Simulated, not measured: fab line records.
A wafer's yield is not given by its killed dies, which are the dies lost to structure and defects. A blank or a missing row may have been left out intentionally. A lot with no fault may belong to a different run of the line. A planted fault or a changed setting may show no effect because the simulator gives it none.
Which tool was responsible? ; flow sky130 ; 12 lots, 36 wafers sampled, at 2 steps of a route of 708

== WHAT EACH GAUGE READ, for each wafer ==
SKY_CAPM_RS_MEAS_03: measures by four-point-probe.
lot;measured;on;CAPM_TIN_RS (ohm/sq)
L075;day 37 13:02;filmMetro-02;6.85 6.96 6.82
L076;day 38 03:04;filmMetro-03;7.00 6.99 7.00
L079;day 38 06:40;filmMetro-03;6.90 6.90 6.90
L081;day 38 21:32;filmMetro-04;7.04 7.10 7.02
L083;day 39 13:34;filmMetro-02;6.93 6.73 6.78
L085;day 39 23:40;filmMetro-02;6.76 6.79 6.87
L088;day 40 19:16;filmMetro-03;6.91 6.85 6.91
L089;day 41 03:35;filmMetro-02;6.77 6.88 6.75
L092;day 41 19:59;filmMetro-04;7.04 7.04 6.87
L093;day 42 06:22;filmMetro-03;7.02 6.88 6.97
L095;day 42 23:38;filmMetro-04;6.91 6.98 7.01
L097;day 43 06:04;filmMetro-02;6.80 6.67 6.96

== EACH LOT AND THE TOOL THAT RAN IT (in order: tool; ch and the chambers of the sampled wafers; start) ==
lot;SKY_CAPM_SPUTTER_02
L075;pvdSputter-04, day 37 12:55
L076;pvdSputter-04, day 38 02:54
L079;pvdSputter-04, day 38 06:34
L081;pvdSputter-03, day 38 21:26
L083;pvdSputter-04, day 39 13:26
L085;pvdSputter-02, day 39 23:34
L088;pvdSputter-02, day 40 19:10
L089;pvdSputter-02, day 41 03:26
L092;pvdSputter-02, day 41 19:53
L093;pvdSputter-02, day 42 06:14
L095;pvdSputter-02, day 42 23:30
L097;pvdSputter-03, day 43 05:57
- SKY_CAPM_SPUTTER_02: material TiN, target thk 200 nm, time 166.7 s.

== THE ANSWER, worked out from the rows above alone ==
Rule: usual is defined by the lots themselves. The widest of any qualifying gaps counts: lots, ordered by their means at a reading, are off when they make up no more than a third of the lots, leave a main group of 4 or more, and stand apart from it by 3 or more times the standard deviation of that group's means. A main group whose means are all the same, to the digits that the tables above print for the reading, isn't used. A lot without any number at a reading at which 4 lots or more have one is off too. Where the step has rows for the other lots, those lots are counted as sound.
Nothing can be told from this: no lot is off at any reading shown.

== WHAT WAS PUT IN BY THE SIMULATOR ==
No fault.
